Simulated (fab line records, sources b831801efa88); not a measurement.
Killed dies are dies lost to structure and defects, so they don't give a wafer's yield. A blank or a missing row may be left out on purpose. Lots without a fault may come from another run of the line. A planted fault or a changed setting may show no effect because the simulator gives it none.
Which tool did it? | flow sky130 | 15 lots, 42 wafers sampled, at 5 steps of a route of 708

WHAT THE GAUGES READ, wafer by wafer
SKY_SD_N_RS_MEAS_18: measures by four-point-probe.
lot  | measured     | on            | RES_XHIGH_RS (ohm/sq)
L257 | day 28 05:28 | film_metro-04 | 331.4 330.5 330.4
L259 | day 28 22:45 | film_metro-01 | 334.6 335.0 334.3
L260 | day 29 00:51 | film_metro-01 | 331.2 332.6 333.6
L262 | day 29 19:04 | film_metro-01 | 333.2 333.8 333.7
L263 | day 30 03:34 | film_metro-01 | 334.3 335.0 334.4
L264 | day 30 15:41 | film_metro-03 | 333.5 333.0 332.6
L265 | day 30 22:32 | film_metro-04 | 335.1 334.4 334.5
L266 | day 30 23:25 | film_metro-01 | 334.0 333.0 334.1
L267 | day 31 11:07 | film_metro-03 | 333.1 333.4 332.1
L271 | day 32 15:07 | film_metro-01 | 333.1 333.2
L272 | day 33 06:01 | film_metro-03 | 331.5 331.7
L273 | day 33 10:54 | film_metro-03 | 333.0 332.3 332.2
L274 | day 33 13:00 | film_metro-03 | 333.2 333.4
L277 | day 34 12:51 | film_metro-03 | 332.8 331.9 331.8
L278 | day 34 17:00 | film_metro-01 | 333.8 334.6 334.3

SKY_LI_CONTACT_OVL_MEAS_13.
lot  | measured     | on         | LI_CONTACT_OVL (nm)
L257 | day 29 10:49 | overlay-02 | -3 -1 -9
L259 | day 30 03:13 | overlay-01 | 0 -1 -6
L260 | day 30 05:14 | overlay-01 | 1 9 4
L262 | day 30 23:07 | overlay-02 | 2 0 3
L263 | day 31 08:19 | overlay-01 | -1 1 -2
L264 | day 31 20:16 | overlay-01 | -6 -2 -7
L265 | day 32 02:40 | overlay-02 | -2 -1 2
L266 | day 32 03:28 | overlay-01 | -4 -11 -8
L267 | day 32 15:13 | overlay-01 | -3 -2 -8
L271 | day 33 18:05 | overlay-01 | 2 3
L272 | day 34 08:05 | overlay-02 | -4 -4
L273 | day 34 13:46 | overlay-02 | -10 -1 -14
L274 | day 34 16:10 | overlay-01 | -7 -9
L277 | day 35 15:43 | overlay-01 | -10 -4 -6
L278 | day 35 20:31 | overlay-02 | -5 -5 -10

SKY_CONTACT_THK_MEAS_01.
lot  | measured     | on            | CONTACT_CVD_00_THK (nm)
L257 | day 30 17:35 | film_metro-02 | 73.0 74.7 74.3
L259 | day 31 09:26 | film_metro-04 | 74.9 74.8 74.8
L260 | day 31 11:07 | film_metro-01 | 74.7 76.3 75.5
L262 | day 32 05:05 | film_metro-01 | 74.7 75.9 76.0
L263 | day 32 13:44 | film_metro-04 | 73.2 75.0 75.3
L264 | day 33 01:41 | film_metro-01 | 74.3 75.4 76.0
L265 | day 33 07:59 | film_metro-02 | 74.7 75.5 76.2
L266 | day 33 08:29 | film_metro-01 | 74.4 75.2 74.3
L267 | day 33 19:13 | film_metro-02 | 74.7 75.0 75.3
L271 | day 34 22:43 | film_metro-04 | 75.3 75.3
L272 | day 35 12:41 | film_metro-02 | 75.7 75.5
L273 | day 35 18:52 | film_metro-04 | 74.3 73.8 74.9
L274 | day 35 21:23 | film_metro-02 | 75.1 74.0
L277 | day 36 20:11 | film_metro-01 | 74.2 74.6 75.1
L278 | day 37 00:40 | film_metro-02 | 73.8 72.6 73.4

SKY_CONTACT_THK_MEAS_03.
lot  | measured     | on            | CONTACT_HDPCVD_THK (nm)
L257 | day 30 17:43 | film_metro-04 | 572 563 565
L259 | day 31 09:34 | film_metro-01 | 560 564 552
L260 | day 31 11:15 | film_metro-04 | 561 562 567
L262 | day 32 05:14 | film_metro-01 | 566 559 560
L263 | day 32 13:52 | film_metro-02 | 563 556 569
L264 | day 33 01:49 | film_metro-02 | 574 568 570
L265 | day 33 08:07 | film_metro-04 | 549 559 562
L266 | day 33 08:37 | film_metro-01 | 571 564 572
L267 | day 33 19:20 | film_metro-04 | 572 570 570
L271 | day 34 22:51 | film_metro-01 | 342 578
L272 | day 35 12:49 | film_metro-01 | 581 350
L273 | day 35 19:02 | film_metro-01 | 550 556 549
L274 | day 35 21:31 | film_metro-04 | 345 583
L277 | day 36 20:19 | film_metro-04 | 570 576 569
L278 | day 37 00:48 | film_metro-04 | 580 566 577

WHICH TOOL RAN EACH LOT (tool, then ch and the chambers of the sampled wafers, then the start)
lot  | SKY_CONTACT_HDPCVD_02
L257 | hdpcvd-02 ch 0,1,2, day 30 17:39
L259 | hdpcvd-02 ch 1,2, day 31 09:29
L260 | hdpcvd-01 ch 0,1, day 31 11:11
L262 | hdpcvd-02 ch 0,2, day 32 05:09
L263 | hdpcvd-02 ch 0,1, day 32 13:47
L264 | hdpcvd-01 ch 1,2, day 33 01:44
L265 | hdpcvd-02 ch 0,2, day 33 08:02
L266 | hdpcvd-01 ch 0,1,2, day 33 08:32
L267 | hdpcvd-01 ch 0,1,2, day 33 19:16
L271 | hdpcvd-01 ch 0,2, day 34 22:47
L272 | hdpcvd-01 ch 0,1, day 35 12:44
L273 | hdpcvd-02 ch 1,2, day 35 18:56
L274 | hdpcvd-01 ch 0,1, day 35 21:26
L277 | hdpcvd-02 ch 0,2, day 36 20:14
L278 | hdpcvd-02 ch 0,2, day 37 00:44
- SKY_CONTACT_HDPCVD_02: deposits SiO2, target thk 565 nm, time 94.2 s.

WHAT THE TOOLS THEMSELVES READ (means of the sampled wafers that have a number; where no wafer has one, the mark that the record gives instead)
SKY_CONTACT_HDPCVD_02.
lot  | tool      | pressure_mtorr (mTorr)
L257 | hdpcvd-02 | 6.008
L259 | hdpcvd-02 | 6.005
L260 | hdpcvd-01 | 6.003
L262 | hdpcvd-02 | 6.003
L263 | hdpcvd-02 | 6.000
L264 | hdpcvd-01 | 5.999
L265 | hdpcvd-02 | 5.999
L266 | hdpcvd-01 | 6.002
L267 | hdpcvd-01 | 6.005
L271 | hdpcvd-01 | 5.986
L272 | hdpcvd-01 | 5.996
L273 | hdpcvd-02 | 6.003
L274 | hdpcvd-01 | 6.001
L277 | hdpcvd-02 | 5.996
L278 | hdpcvd-02 | 5.988

THE ANSWER, worked out from the rows above alone
Rule: what is usual is taken from the lots themselves. Put in order of their means at a reading, lots are off if they are a third of the lots or fewer, leave a main group of 4 or more, and stand apart from it by a gap of 3 or more times the standard deviation of the main group's means; of several such gaps the widest counts. A main group whose means are all the same, to the digits that the tables above print for the reading, isn't used. A lot without any number at a reading at which 4 lots or more have one is off too. The other lots that the step has rows for count as sound. The gauges are gone through in route order, then the tools' own readings, and for those a lot's mean is taken as printed above. The first step at which some lot is off is used, and at that step the reading that is off furthest; a lot without a number counts as furthest.
Off: L271, L272, L274, at SKY_CONTACT_THK_MEAS_03 (CONTACT_HDPCVD_THK). The main group: mean 565 nm, standard deviation 6.6.
A tool fits if, at a process step before that reading, it ran every lot that is off, and no sound lot after the first of them. The gauges at SKY_CONTACT_THK_MEAS_03 are tried like those tools. One fits: hdpcvd-01 at SKY_CONTACT_HDPCVD_02. Its last sound lot is L267 (day 33 19:16), its first lot that is off L271 (day 34 22:47): a fault that began between those two fits.

WHAT THE SIMULATOR HAD PUT IN
Process parameter drift: hdpcvd-01, from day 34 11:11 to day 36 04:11, at SKY_CONTACT_HDPCVD_02. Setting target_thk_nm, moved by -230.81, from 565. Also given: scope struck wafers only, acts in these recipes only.
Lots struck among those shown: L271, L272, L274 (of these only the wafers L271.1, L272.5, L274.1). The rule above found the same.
